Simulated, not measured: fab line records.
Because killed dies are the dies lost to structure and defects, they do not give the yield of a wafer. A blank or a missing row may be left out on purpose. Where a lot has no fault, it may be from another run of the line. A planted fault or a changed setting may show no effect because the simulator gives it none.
Which tool was responsible? / flow gf180mcu / 6 lots, 18 wafers sampled, at 1 step of a route of 602

WHAT THE GAUGES READ, wafer by wafer
GF_V2_THK_MEAS_01.
lot=L536; measured=day 20 01:25; on=film metro-02; V2_CVD_00_THK (nm)=605 591 596
lot=L538; measured=day 21 01:13; on=film metro-03; V2_CVD_00_THK (nm)=609 609 601
lot=L540; measured=day 21 22:37; on=film metro-03; V2_CVD_00_THK (nm)=595 606 592
lot=L544; measured=day 23 06:14; on=film metro-01; V2_CVD_00_THK (nm)=593 594 609
lot=L547; measured=day 23 23:27; on=film metro-03; V2_CVD_00_THK (nm)=594 591 595
lot=L553; measured=day 25 20:54; on=film metro-01; V2_CVD_00_THK (nm)=600 602 602

EACH LOT AND THE TOOL THAT RAN IT (in order: tool; ch and the chambers of the sampled wafers; start)
There is no process step in the record ahead of these readings.

THE ANSWER, worked out from the rows above alone
Rule: usual is defined by the lots themselves. The widest of any qualifying gaps counts: lots, ordered by their means at a reading, are off when they make up no more than a third of the lots, leave a main group of 4 or more, and stand apart from it by 3 or more times the standard deviation of that group's means. Not used: any main group whose means are identical at the precision the tables above print for the reading. A lot without any number at a reading at which 4 lots or more have one is off too. All remaining lots with rows at the step are treated as sound.
Across all readings shown, no lot is off: no conclusion can be drawn from this.

WHAT WAS PUT IN BY THE SIMULATOR
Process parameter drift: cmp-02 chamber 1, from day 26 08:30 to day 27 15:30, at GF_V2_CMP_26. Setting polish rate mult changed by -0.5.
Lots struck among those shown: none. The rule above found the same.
